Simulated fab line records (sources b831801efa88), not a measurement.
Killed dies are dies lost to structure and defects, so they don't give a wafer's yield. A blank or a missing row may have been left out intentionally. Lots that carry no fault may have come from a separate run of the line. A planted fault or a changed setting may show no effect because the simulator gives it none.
2 desks, one fault || flow gf180mcu || each desk holds nothing but its own numbers, with what lay behind them at the end

METROLOGY DESK
Lot by lot, what the gauges showed, no matter which tool ran the lot: averages of those sampled wafers that carry a number. Marked OUT: a lot whose mean sits more than 4 standard deviations from the usual mean, which makes it out of limits; the brackets give that distance. 7 of its 9 readings are shown: the first one out of limits and those lying furthest out on some lot.
Columns: A = V1_W_RS at GF_V1_RS_MEAS_24, usual 0.323 ohm/sq; B = M2_ALCU_RS at GF_M2_RS_MEAS_05, usual 0.0693 ohm/sq; C = M2_ALCU_THK at GF_M2_THK_MEAS_06, usual 450 nm; D = cd_nm at GF_M2_CD_MEAS_14, usual 279.7 nm; E = M2_OVL at GF_M2_OVL_MEAS_15, usual 2 nm; F = V2_CVD_00_THK at GF_V2_THK_MEAS_01, usual 600 nm; G = V2_CVD_02_THK at GF_V2_THK_MEAS_03, usual 848 nm
{"lot": "L678", "first seen here": "day 18 07:27", "A": 0.334, "B": 0.0688, "C": 452, "D": 280.9, "E": -1, "F": 599, "G": 848}
{"lot": "L684", "first seen here": "day 20 18:28", "A": 0.332, "B": 0.0703, "C": 442, "D": 280.0, "E": -6, "F": 606, "G": 864}
{"lot": "L691", "first seen here": "day 23 09:01", "A": 0.323, "B": 0.0697, "C": "428 (-4.7) OUT", "D": 278.0, "E": 5, "F": 602, "G": 850}
{"lot": "L693", "first seen here": "day 24 03:19", "A": 0.326, "B": 0.0690, "C": 433, "D": 277.8, "E": 3, "F": 604, "G": 851}
{"lot": "L695", "first seen here": "day 24 08:19", "A": 0.323, "B": 0.0703, "C": 443, "D": 278.3, "E": 5, "F": 594, "G": 857}
{"lot": "L696", "first seen here": "day 25 01:49", "A": 0.320, "B": 0.0690, "C": 452, "D": 279.5, "E": -2, "F": 595, "G": 850}
This desk finds L691 out of limits, with the earliest case on L691 at day 23 09:50 (M2_ALCU_THK at GF_M2_THK_MEAS_06). L678, L684, L693, L695, L696 stayed within limits.

THE TOOL OWNER'S DESK: pvd_sputter-03
The tool's own readings at GF_M2_SPUTTER_04 (material TiN, target thk 50 nm, time 41.7 s): means of the sampled wafers that have a number, for each lot that ran on this tool. Marked OUT: a lot whose mean sits more than 4 standard deviations from the usual mean, which makes it out of limits; the brackets give that distance.
Columns: A = throttle_valve_pct at GF_M2_SPUTTER_04, usual 29.9 %
{"lot": "L678", "first seen here": "day 18 08:04", "A": 30.0}
{"lot": "L691", "first seen here": "day 23 09:40", "A": 29.1}
{"lot": "L693", "first seen here": "day 24 03:58", "A": 29.3}
This desk's finding: nothing out of limits on any of the 3 lots.

BROUGHT TOGETHER
The metrology desk could have raised an alarm at day 23 09:50, on L691.
Nothing out of limits was seen by the tool owner's desk.
Tool owner's desk: L691 on record, inside its limits.
GF_M2_SPUTTER_04 was run on pvd_sputter-03 by each of the lots named.

WHAT WAS PUT IN BY THE SIMULATOR
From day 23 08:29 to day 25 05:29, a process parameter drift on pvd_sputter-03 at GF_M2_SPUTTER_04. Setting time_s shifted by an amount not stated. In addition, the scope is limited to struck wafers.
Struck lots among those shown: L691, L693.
Delay in hours, fault start to first out-of-limits reading, per desk: metrology desk 1.
